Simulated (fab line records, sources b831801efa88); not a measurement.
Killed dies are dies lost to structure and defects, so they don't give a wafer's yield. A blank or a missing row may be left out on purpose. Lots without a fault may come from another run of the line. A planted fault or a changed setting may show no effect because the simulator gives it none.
fab line records | flow sky130 | part 2 of 2: steps 23 to 31 of 31
record lots=5 wafers=15 last_day=50
route steps=708 shown POLY_CUT@311 SD_P@320 RES_XHIGH@332
lots that met no fault: from a run of the same line without faults
start_h: hours from the record's first day to the start of the lot's first wafer shown | wait_h: hours since the lot's step before | " the same as in the row above | L1.1+2: a row that stands for several wafers | - no value, or no start given | * or withheld: withheld | < > ~ a bound
route shown NAME@n: a module of which the file shows steps, and the number in the route of the first | usual: mean/standard deviation of fault-free wafers | same: alike in all rows | chamber/n: place in a boat | sites: the reading at each site | _std_site: their standard deviation | _edge_site: outer sites' mean less inner sites' | radius_mm: how far each site lies from the wafer's centre | mask NAME#n: copy n | behind: the tool/chamber that last shaped the wafer | hold: why the lot was held/for how many hours/how that ended | device: the transistor (n, p or np) that didn't switch | end of line: the same wafers' tests at the end of the route | a step without rows: its recipe alone | killed: dies lost to structure and defects at the first sort, not the wafer's yield | map: a wafer's dies, x killed, . not, _ none there
set.NAME: the setting as run; set.NAME@STEP: as run at that earlier step | model.NAME: the simulator's own value behind a step, which no gauge read
lots at some steps of the route; a table a step, a row a wafer
services: from which hour (start_h, from the record's first day; less than 0 if before it) a tool's chamber was out of use, for how many hours, and why
## steps
# step SKY_RES_XHIGH_HMDS_01
# recipe prime_time_s=60 prime_temp_c=120
# usual chill_plate_temp_C=23.01/0.089 exhaust_pa=44.9/0.83 prime_temp_c=119.99/0.15
# columns lot.wafer tool chamber start_h wait_h chill_plate_temp_C exhaust_pa prime_temp_c
L074.1 litho_track-03 0 596.53 0.1 23.06 44.0 119.95
L074.5 " 0 " " 23.14 44.8 119.79
L074.6 " 0 " " 23.08 44.6 120.06
L082.1 litho_track-02 0 665.79 0.1 23.00 42.6 119.84
L082.2 " 0 " " 22.95 43.6 119.78
L082.5 " 0 " " 23.10 43.3 119.75
L085.1 litho_track-01 0 701.98 0.1 23.02 44.9 120.00
L085.3 " 0 " " 23.04 45.0 119.81
L085.5 " 0 " " 23.14 45.0 119.99
L093.3 litho_track-01 0 768.48 0.1 23.01 44.6 119.83
L093.4 " 0 " " 22.99 44.7 119.94
L093.6 " 0 " " 23.03 44.9 119.75
L095.2 litho_track-01 0 780.01 0.1 23.24 44.0 119.95
L095.3 " 0 " " 23.05 44.6 120.15
L095.6 " 0 " " 23.04 43.2 120.08
# step SKY_RES_XHIGH_COAT_02
# recipe resist=NOVOLAK spin_rpm=3000 resist_thk_nm=1140
# usual chill_plate_temp_C=22.98/0.1 exhaust_pa=45.2/0.95
# columns lot.wafer tool chamber start_h wait_h chill_plate_temp_C exhaust_pa
L074.1 litho_track-03 0 596.68 0.1 23.04 46.4
L074.5 " 0 " " 22.94 45.0
L074.6 " 0 " " 23.02 44.4
L082.1 litho_track-02 0 665.94 0.1 22.99 43.8
L082.2 " 0 " " 22.96 46.1
L082.5 " 0 " " 22.80 44.0
L085.1 litho_track-01 0 702.13 0.1 22.96 47.1
L085.3 " 0 " " 23.08 46.6
L085.5 " 0 " " 22.84 45.4
L093.3 litho_track-01 0 768.63 0.1 22.90 45.7
L093.4 " 0 " " 23.04 44.5
L093.6 " 0 " " 22.87 44.1
L095.2 litho_track-01 0 780.16 0.1 22.98 45.1
L095.3 " 0 " " 22.96 45.0
L095.6 " 0 " " 22.99 47.1
# step SKY_RES_XHIGH_SOFTBAKE_03
# recipe temp_c=90 time_s=60 resist=NOVOLAK
# usual chill_plate_temp_C=23.00/0.12 exhaust_pa=45.0/0.97
# columns lot.wafer tool chamber start_h wait_h chill_plate_temp_C exhaust_pa
L074.1 litho_track-03 0 596.83 0.1 23.01 43.0
L074.5 " 0 " " 23.03 43.4
L074.6 " 0 " " 23.12 43.2
L082.1 litho_track-02 0 666.09 0.1 22.95 44.7
L082.2 " 0 " " 22.98 44.1
L082.5 " 0 " " 23.01 45.3
L085.1 litho_track-01 0 702.28 0.1 22.90 44.4
L085.3 " 0 " " 22.85 43.7
L085.5 " 0 " " 22.66 44.6
L093.3 litho_track-01 0 768.78 0.1 22.92 44.0
L093.4 " 0 " " 23.13 43.2
L093.6 " 0 " " 22.91 44.1
L095.2 litho_track-01 0 780.31 0.1 22.97 45.2
L095.3 " 0 " " 23.03 44.6
L095.6 " 0 " " 23.07 44.9
# step SKY_RES_XHIGH_EXPOSE_04
# recipe mask_id=URPM na=0.6 source_shape=conventional sigma_outer=0.6 polarization=unpolarized target_cd_nm=1270 dose_mj=140
# columns lot.wafer tool chamber start_h wait_h mask
L074.1+5+6 iline_stepper-01 0 - - URPM#0
L082.1+2+5 iline_stepper-01 0 - - URPM#0
L085.1+3+5 iline_stepper-01 0 - - URPM#0
L093.3+4+6 iline_stepper-01 0 - - URPM#0
L095.2+3+6 iline_stepper-02 0 - - URPM#0
# step SKY_RES_XHIGH_PEB_05
# recipe temp_c=withheld time_s=* resist=NOVOLAK
# usual chill_plate_temp_C=* exhaust_pa=45.2/0.94
# columns lot.wafer tool chamber start_h wait_h chill_plate_temp_C exhaust_pa
L074.1 litho_track-03 0 - - * 45.5
L074.5 " 0 " " * 45.2
L074.6 " 0 " " * 44.5
L082.1 litho_track-02 0 - - * 44.3
L082.2 " 0 " " * 44.9
L082.5 " 0 " " * 45.3
L085.1 litho_track-03 0 - - * 43.5
L085.3 " 0 " " * 44.3
L085.5 " 0 " " * 44.4
L093.3 litho_track-02 0 - - * 45.4
L093.4 " 0 " " * 44.0
L093.6 " 0 " " * 43.8
L095.2 litho_track-01 0 - - * 44.6
L095.3 " 0 " " * 45.2
L095.6 " 0 " " * 44.7
# step SKY_RES_XHIGH_DEVELOP_06
# recipe resist=NOVOLAK developer=TMAH develop_time_s=60 dev_temp_c=23
# usual chill_plate_temp_C=23.01/0.1 exhaust_pa=45.0/1
# columns lot.wafer tool chamber start_h wait_h chill_plate_temp_C exhaust_pa
L074.1 litho_track-03 0 611.58 0.1 23.03 44.6
L074.5 " 0 " " 22.81 45.2
L074.6 " 0 " " 22.74 46.5
L082.1 litho_track-02 0 679.79 0.1 23.02 44.2
L082.2 " 0 " " 23.05 45.2
L082.5 " 0 " " 23.09 43.9
L085.1 litho_track-03 0 715.48 0.1 22.86 44.3
L085.3 " 0 " " 22.87 44.4
L085.5 " 0 " " 22.77 44.3
L093.3 litho_track-02 0 781.69 0.1 22.85 44.6
L093.4 " 0 " " 23.00 43.9
L093.6 " 0 " " 23.03 46.1
L095.2 litho_track-01 0 793.91 0.1 22.82 46.4
L095.3 " 0 " " 22.97 45.8
L095.6 " 0 " " 23.08 44.9
# step SKY_RES_XHIGH_IMPLANT_07
# recipe species=BF2 energy_kev=19.86 dose_cm2=3.6e+14 tilt_deg=0
# columns lot.wafer tool chamber start_h wait_h
L074.1+5+6 implanter-04 0 611.73 0.1
L082.1+2+5 implanter-01 0 679.94 0.1
L085.1+3+5 implanter-04 0 715.63 0.1
L093.3+4+6 implanter-02 0 781.84 0.1
L095.2+3+6 implanter-04 0 794.06 0.1
# step SKY_RES_XHIGH_STRIP_08
# recipe chemistry=O2/N2 power_w=1400 pressure_mtorr=1500 platen_temp_c=withheld o2_flow_sccm=3000 n2_flow_sccm=300 overash_fraction=0.5
# usual drypump_motor_current_A=5.96/0.27 o2_flow_sccm=3002/8.3 oes_product_au=0.711/0.0051 strip_time_to_endpoint_s=14.29/0.044
# same overash_fraction=0.5
# columns lot.wafer tool chamber start_h wait_h drypump_motor_current_A o2_flow_sccm oes_product_au rf_hours_counter_h strip_time_to_endpoint_s
L074.1 plasma_asher-03 1 611.88 0.1 6.00 3000 0.710 79 14.18
L074.5 " 0 " " 6.41 3001 0.711 - 14.24
L074.6 " 1 " " 6.02 2999 0.711 - 14.26
L082.1 plasma_asher-04 1 680.09 0.1 5.95 2992 0.712 25 14.33
L082.2 " 0 " " 6.23 2995 0.707 25 14.34
L082.5 " 1 " " 5.96 3005 0.716 - 14.36
L085.1 plasma_asher-04 1 715.78 0.1 5.96 3003 0.706 28 14.31
L085.3 " 1 " " 5.94 3004 0.713 - 14.30
L085.5 " 1 " " 5.97 3008 0.708 - 14.32
L093.3 plasma_asher-04 1 781.97 0.1 5.96 3003 0.711 - 14.33
L093.4 " 0 " " 6.22 3001 0.710 - 14.33
L093.6 " 1 " " 5.95 3003 0.719 - 14.33
L095.2 plasma_asher-02 0 794.18 0.1 5.60 3010 0.720 66 14.29
L095.3 " 0 " " 5.60 2995 0.708 - 14.32
L095.6 " 0 " " 5.61 3019 0.710 - 14.32
# step SKY_RES_XHIGH_TW_MEAS_09
# usual RES_XHIGH_TW=1659/15
# columns lot.wafer tool chamber start_h wait_h RES_XHIGH_TW
L074.1 film_metro-01 - 611.98 0.1 1667
L074.5 " - " " 1663
L074.6 " - " " 1666
L082.1 film_metro-01 - 680.19 0.1 1674
L082.2 " - " " 1676
L082.5 " - " " 1674
L085.1 film_metro-01 - 715.88 0.1 1655
L085.3 " - " " 1662
L085.5 " - " " 1661
L093.3 film_metro-02 - 782.06 0.1 1667
L093.4 " - " " 1666
L093.6 " - " " 1667
L095.2 film_metro-02 - 794.29 0.1 1663
L095.3 " - " " 1667
L095.6 " - " " 1661
## services
# columns tool chamber start_h hours kind
krf_scanner-02 - 516.46 0.8 pm
rie_diel-03 3 530.59 4.7 repair
krf_scanner-02 - 537.65 1.0 pm
rie_diel-04 3 582.38 11.1 repair
krf_scanner-02 - 593.07 0.6 repair
plasma_asher-02 - 594.94 8.6 repair
krf_scanner-02 - 603.67 0.7 repair
rie_diel-03 - 614.20 2.8 pm
krf_scanner-02 - 615.68 4.0 pm
rie_diel-03 2 619.15 7.9 repair
plasma_asher-02 - 621.73 4.0 pm
krf_scanner-02 - 659.52 1.3 pm
krf_scanner-02 - 672.55 10.7 repair
krf_scanner-02 - 687.14 0.8 pm
krf_scanner-02 - 706.65 1.0 pm
rie_diel-04 0 712.86 12.1 repair
plasma_asher-02 - 714.91 1.2 repair
iline_stepper-01 - 723.64 1.7 pm
krf_scanner-02 - 762.63 3.6 pm
rie_diel-04 - 763.81 2.8 pm
krf_scanner-02 - 769.15 6.6 repair
rie_diel-03 2 770.64 1.2 repair
rie_diel-03 2 782.93 5.0 repair
krf_scanner-02 - 791.38 7.2 pm
